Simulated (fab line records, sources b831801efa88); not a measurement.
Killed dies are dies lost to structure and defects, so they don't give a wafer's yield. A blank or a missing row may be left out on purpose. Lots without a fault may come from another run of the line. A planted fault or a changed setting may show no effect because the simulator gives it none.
Which tool did it? | flow sky130 | 24 lots, 72 wafers sampled, at 4 steps of a route of 708

WHAT THE GAUGES READ, wafer by wafer
SKY_CONTACT_BOW_MEAS_05.
lot  | measured     | on            | CONTACT_BOW (um)
L074 | day 31 02:43 | film_metro-02 | 96 86 84
L075 | day 31 05:49 | film_metro-02 | 84 75 76
L076 | day 31 17:16 | film_metro-01 | 86 98 90
L077 | day 32 05:26 | film_metro-02 | 70 80 83
L079 | day 32 17:02 | film_metro-03 | 90 84 74
L078 | day 32 18:31 | film_metro-03 | 91 84 87
L080 | day 33 02:01 | film_metro-03 | 78 86 75
L081 | day 33 02:59 | film_metro-02 | 89 92 76
L082 | day 33 08:29 | film_metro-01 | 88 86 78
L084 | day 33 22:59 | film_metro-01 | 88 86 87
L083 | day 34 00:47 | film_metro-01 | 76 94 75
L085 | day 34 09:09 | film_metro-02 | 88 81 80
L086 | day 34 11:49 | film_metro-01 | 84 88 83
L087 | day 34 12:07 | film_metro-02 | 86 84 87
L088 | day 34 22:00 | film_metro-02 | 81 67 82
L089 | day 35 03:01 | film_metro-03 | 89 89 88
L090 | day 35 12:20 | film_metro-03 | 77 86 84
L091 | day 35 14:43 | film_metro-01 | 89 83 93
L092 | day 36 02:46 | film_metro-02 | 77 75 85
L093 | day 36 08:52 | film_metro-01 | 89 98 93
L094 | day 36 14:22 | film_metro-01 | 86 89 86
L095 | day 37 03:16 | film_metro-02 | 85 88 76
L096 | day 37 03:56 | film_metro-01 | 87 90 78
L097 | day 37 12:18 | film_metro-01 | 84 87 78

SKY_CAPM_OVL_MEAS_12.
lot  | measured     | on         | CAPM_OVL (nm)
L074 | day 38 00:58 | overlay-02 | 0.7 -2.0 -1.5
L075 | day 38 02:49 | overlay-02 | -1.4 -0.6 1.6
L076 | day 38 14:58 | overlay-01 | 0.9 -1.6 -3.0
L077 | day 39 00:49 | overlay-02 | -0.3 0.9 1.9
L079 | day 39 11:28 | overlay-02 | -1.5 -2.6 -2.0
L078 | day 39 10:52 | overlay-02 | 0.7 0.3 1.2
L080 | day 39 19:01 | overlay-01 | -3.4 -1.3 -1.6
L081 | day 39 20:59 | overlay-01 | -1.6 0.2 -0.1
L082 | day 40 00:59 | overlay-01 | -0.7 0.1 -2.0
L084 | day 40 12:51 | overlay-02 | -2.1 -2.2 -0.5
L083 | day 40 16:14 | overlay-02 | -3.7 -1.7 -2.8
L085 | day 40 23:40 | overlay-01 | -3.4 -1.4 -0.2
L086 | day 41 01:47 | overlay-01 | 1.2 2.5 -0.4
L087 | day 41 02:23 | overlay-02 | 0.8 -0.7 1.1
L088 | day 41 12:14 | overlay-02 | 0.9 -0.1 -0.8
L089 | day 41 17:04 | overlay-01 | 0.2 -0.4 -0.2
L090 | day 42 00:01 | overlay-02 | -0.5 -0.8 -0.7
L091 | day 42 03:31 | overlay-01 | -2.0 -3.9 -2.3
L092 | day 42 13:20 | overlay-01 | -2.5 -1.7 -0.8
L093 | day 42 20:26 | overlay-01 | 1.1 0.9 1.2
L094 | day 43 00:29 | overlay-01 | -2.7 -4.3 -3.0
L095 | day 43 14:01 | overlay-02 | 1.9 0.0 2.0
L096 | day 43 14:50 | overlay-01 | -1.0 -1.0 -2.4
L097 | day 43 20:52 | overlay-01 | 1.3 -1.2 -1.0

WHICH TOOL RAN EACH LOT (tool, then ch and the chambers of the sampled wafers, then the start)
lot  | SKY_CONTACT_SPUTTER_23       | SKY_VIA1_ETCH_14
L074 | pvd_sputter-02, day 32 06:36 | rie_diel-03 ch 0,2, day 34 14:47
L075 | pvd_sputter-02, day 32 09:37 | rie_diel-01 ch 0,2, day 34 17:32
L076 | pvd_sputter-02, day 32 21:50 | rie_diel-03 ch 1,2, day 35 05:11
L077 | pvd_sputter-03, day 33 09:38 | rie_diel-03 ch 0,2, day 35 16:35
L079 | pvd_sputter-04, day 33 20:19 | rie_diel-04 ch 1,2,3, day 36 03:44
L078 | pvd_sputter-04, day 33 21:50 | rie_diel-01 ch 0,1,2, day 36 04:13
L080 | pvd_sputter-03, day 34 05:47 | rie_diel-03 ch 0,2, day 36 11:41
L081 | pvd_sputter-02, day 34 07:08 | rie_diel-04 ch 0,3, day 36 13:44
L082 | pvd_sputter-02, day 34 10:50 | rie_diel-01 ch 1,2, day 36 17:02
L084 | pvd_sputter-02, day 35 01:25 | rie_diel-04 ch 0,1,3, day 37 06:59
L083 | pvd_sputter-03, day 35 03:40 | rie_diel-04 ch 2,3, day 37 09:08
L085 | pvd_sputter-02, day 35 12:10 | rie_diel-04 ch 0,1,2, day 37 18:02
L086 | pvd_sputter-04, day 35 15:13 | rie_diel-03 ch 2,3, day 37 19:41
L087 | pvd_sputter-03, day 35 15:21 | rie_diel-04 ch 0,2,3, day 37 20:01
L088 | pvd_sputter-02, day 36 00:33 | rie_diel-01 ch 1,2,3, day 38 05:10
L089 | pvd_sputter-02, day 36 06:05 | rie_diel-01 ch 1,3, day 38 11:35
L090 | pvd_sputter-02, day 36 14:26 | rie_diel-03 ch 0,1,2, day 38 17:59
L091 | pvd_sputter-03, day 36 17:05 | rie_diel-03 ch 0,1,2, day 38 21:47
L092 | pvd_sputter-03, day 37 05:20 | rie_diel-03 ch 0,1,3, day 39 09:46
L093 | pvd_sputter-03, day 37 11:26 | rie_diel-04 ch 0,1,2, day 39 15:45
L094 | pvd_sputter-04, day 37 16:04 | rie_diel-03 ch 1,2,3, day 39 19:23
L095 | pvd_sputter-04, day 38 05:32 | rie_diel-01 ch 0,1,2, day 40 10:35
L096 | pvd_sputter-03, day 38 06:27 | rie_diel-03 ch 0,1,3, day 40 10:56
L097 | pvd_sputter-02, day 38 13:56 | rie_diel-04 ch 0,1,3, day 40 17:40
- SKY_CONTACT_SPUTTER_23: material TiN, target thk 20 nm, time 80 s.
- SKY_VIA1_ETCH_14: etches BARC in N2/H2, stops on SiO2, time 45.9 s, target depth 60 nm.

WHAT THE TOOLS THEMSELVES READ (means of the sampled wafers that have a number; where no wafer has one, the mark that the record gives instead)
SKY_CONTACT_SPUTTER_23.
lot  | tool           | throttle_valve_pct (%)
L074 | pvd_sputter-02 | 32.5
L075 | pvd_sputter-02 | 31.0
L076 | pvd_sputter-02 | 31.5
L077 | pvd_sputter-03 | 29.5
L079 | pvd_sputter-04 | 28.4
L078 | pvd_sputter-04 | 30.0
L080 | pvd_sputter-03 | 29.3
L081 | pvd_sputter-02 | 31.8
L082 | pvd_sputter-02 | 30.7
L084 | pvd_sputter-02 | 31.2
L083 | pvd_sputter-03 | 29.6
L085 | pvd_sputter-02 | 31.5
L086 | pvd_sputter-04 | 29.9
L087 | pvd_sputter-03 | 29.2
L088 | pvd_sputter-02 | 30.6
L089 | pvd_sputter-02 | 30.9
L090 | pvd_sputter-02 | 32.4
L091 | pvd_sputter-03 | 29.1
L092 | pvd_sputter-03 | 29.5
L093 | pvd_sputter-03 | 30.4
L094 | pvd_sputter-04 | 30.0
L095 | pvd_sputter-04 | 29.5
L096 | pvd_sputter-03 | 29.1
L097 | pvd_sputter-02 | 30.7

SKY_VIA1_ETCH_14.
lot  | tool        | drypump_motor_current_A (A) | oes_product_au (a.u.) | throttle_valve_pct (%)
L074 | rie_diel-03 | 5.9                         | 0.853                 | 13.219
L075 | rie_diel-01 | 5.6                         | 0.848                 | 13.224
L076 | rie_diel-03 | 5.8                         | 0.859                 | 13.221
L077 | rie_diel-03 | 6.2                         | 0.857                 | 13.229
L079 | rie_diel-04 | 5.5                         | 0.861                 | 13.223
L078 | rie_diel-01 | 5.9                         | 0.852                 | 13.228
L080 | rie_diel-03 | 6.3                         | 0.859                 | 13.220
L081 | rie_diel-04 | 5.4                         | 0.854                 | 13.226
L082 | rie_diel-01 | 5.6                         | 0.852                 | 13.220
L084 | rie_diel-04 | 5.5                         | 0.854                 | 13.222
L083 | rie_diel-04 | 5.5                         | 0.856                 | 13.232
L085 | rie_diel-04 | 5.6                         | 0.853                 | 13.229
L086 | rie_diel-03 | 5.9                         | 0.855                 | 13.223
L087 | rie_diel-04 | 5.5                         | 0.854                 | 13.219
L088 | rie_diel-01 | 5.8                         | 0.854                 | 13.221
L089 | rie_diel-01 | 6.0                         | 0.855                 | 13.216
L090 | rie_diel-03 | 6.1                         | 0.853                 | 13.222
L091 | rie_diel-03 | 6.1                         | 0.858                 | 13.226
L092 | rie_diel-03 | 6.4                         | 0.853                 | 13.228
L093 | rie_diel-04 | 5.6                         | 0.851                 | 13.232
L094 | rie_diel-03 | 6.0                         | 0.855                 | 13.218
L095 | rie_diel-01 | 5.9                         | 0.855                 | 13.232
L096 | rie_diel-03 | 6.3                         | 0.853                 | 13.226
L097 | rie_diel-04 | 5.5                         | 0.854                 | 13.222

THE ANSWER, worked out from the rows above alone
Rule: what is usual is taken from the lots themselves. Put in order of their means at a reading, lots are off if they are a third of the lots or fewer, leave a main group of 4 or more, and stand apart from it by a gap of 3 or more times the standard deviation of the main group's means; of several such gaps the widest counts. A main group whose means are all the same, to the digits that the tables above print for the reading, isn't used. A lot without any number at a reading at which 4 lots or more have one is off too. The other lots that the step has rows for count as sound. The gauges are gone through in route order, then the tools' own readings, and for those a lot's mean is taken as printed above. The first step at which some lot is off is used, and at that step the reading that is off furthest; a lot without a number counts as furthest.
No lot is off at any reading shown: from this, nothing can be told.

WHAT THE SIMULATOR HAD PUT IN
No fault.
